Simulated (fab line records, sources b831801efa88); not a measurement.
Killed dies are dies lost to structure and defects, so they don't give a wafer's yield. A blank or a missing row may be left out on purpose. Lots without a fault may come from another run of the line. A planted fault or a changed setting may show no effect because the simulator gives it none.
Which tool did it? | flow sky130 | 11 lots, 33 wafers sampled, at 3 steps of a route of 708

WHAT THE GAUGES READ, wafer by wafer
SKY_POLY_GATE_THK_MEAS_21. Usual: POLY_GATE_OXIDATION_THK 4.03 nm, standard deviation 0.078.
lot  | measured     | on            | POLY_GATE_OXIDATION_THK (nm) | flag
L765 | day 16 11:07 | film_metro-04 | 3.96 3.94 3.91               |
L767 | day 17 00:07 | film_metro-04 | 3.92 3.97 4.02               |
L766 | day 17 09:16 | film_metro-01 | 3.86 3.99 3.98               |
L769 | day 17 19:15 | film_metro-03 | 4.29 4.12 4.20               |
L772 | day 19 10:56 | film_metro-04 | 4.07 4.07 4.06               |
L774 | day 20 06:59 | film_metro-01 | 4.03 4.03 4.06               |
L775 | day 20 07:50 | film_metro-03 | 3.97 3.95 4.03               |
L777 | day 21 03:11 | film_metro-03 | 3.98 3.94 4.01               |
L784 | day 23 15:44 | film_metro-01 | 4.16 4.11 4.07               |
L787 | day 24 12:38 | film_metro-04 | 4.00 4.05 3.93               |
L788 | day 24 16:04 | film_metro-03 | 3.99 4.03 3.98               |

SKY_LDD_N_OVL_MEAS_07. Usual: LDD_N_OVL 0.4 nm, standard deviation 1.2.
lot  | measured     | on         | LDD_N_OVL (nm) | flag
L765 | day 17 16:53 | overlay-01 | 0.3 1.1 1.5    |
L767 | day 18 06:15 | overlay-02 | 1.9 2.9 1.1    |
L766 | day 18 15:04 | overlay-01 | 1.1 2.2 1.9    |
L769 | day 19 01:53 | overlay-01 | 0.3 -0.4 1.0   |
L772 | day 20 18:06 | overlay-01 | 1.6 0.6 -0.5   |
L774 | day 21 13:43 | overlay-01 | -0.6 1.8 0.7   |
L775 | day 21 15:11 | overlay-02 | -0.3 1.7 1.9   |
L777 | day 22 09:14 | overlay-02 | 2.0 -0.3 -0.1  |
L784 | day 24 21:47 | overlay-02 | 0.4 1.1 2.3    |
L787 | day 25 17:52 | overlay-02 | 1.3 0.7 0.8    |
L788 | day 25 21:28 | overlay-01 | 3.2 2.1 1.5    |

SKY_LDD_HVP_OVL_MEAS_07. Usual: LDD_HVP_OVL 1.2 nm, standard deviation 1.2.
lot  | measured     | on         | LDD_HVP_OVL (nm) | flag
L765 | day 21 15:11 | overlay-01 | 0.3 0.8 2.1      |
L767 | day 22 03:49 | overlay-01 | -0.1 -0.5 0.9    |
L766 | day 22 13:13 | overlay-02 | 0.3 0.6 1.7      |
L769 | day 22 23:53 | overlay-02 | 0.5 1.1 2.0      |
L772 | day 24 15:11 | overlay-02 | 3.0 2.0 3.6      |
L774 | day 25 10:44 | overlay-01 | -0.2 0.8 -0.2    |
L775 | day 25 11:58 | overlay-02 | 1.9 0.8 2.0      |
L777 | day 26 05:01 | overlay-01 | 1.1 0.6 2.3      |
L784 | day 28 13:28 | overlay-01 | 4.2 3.5 2.4      |
L787 | day 29 09:53 | overlay-01 | 1.9 1.8 1.2      |
L788 | day 29 13:14 | overlay-01 | 3.0 2.4 2.0      |

WHICH TOOL RAN EACH LOT (tool, then ch and the chambers of the sampled wafers, then the start)
The record holds no process step before these readings.

WHAT THE TOOLS THEMSELVES READ (means of the sampled wafers that have a number; where no wafer has one, the mark that the record gives instead)
The record holds no such reading with a usual standard deviation.

THE ANSWER, worked out from the rows above alone
Rule: a lot is off if the mean of its wafers that have a number lies more than 3 standard deviations from the usual mean. A lot without any number at a reading at which 4 lots or more have one is off too. The other lots that the step has rows for count as sound. The gauges are gone through in route order, then the tools' own readings, and for those a lot's mean is taken as printed above. The first step at which some lot is off is used, and at that step the reading that is off furthest; a lot without a number counts as furthest.
No lot is off at any reading shown: from this, nothing can be told.

WHAT THE SIMULATOR HAD PUT IN
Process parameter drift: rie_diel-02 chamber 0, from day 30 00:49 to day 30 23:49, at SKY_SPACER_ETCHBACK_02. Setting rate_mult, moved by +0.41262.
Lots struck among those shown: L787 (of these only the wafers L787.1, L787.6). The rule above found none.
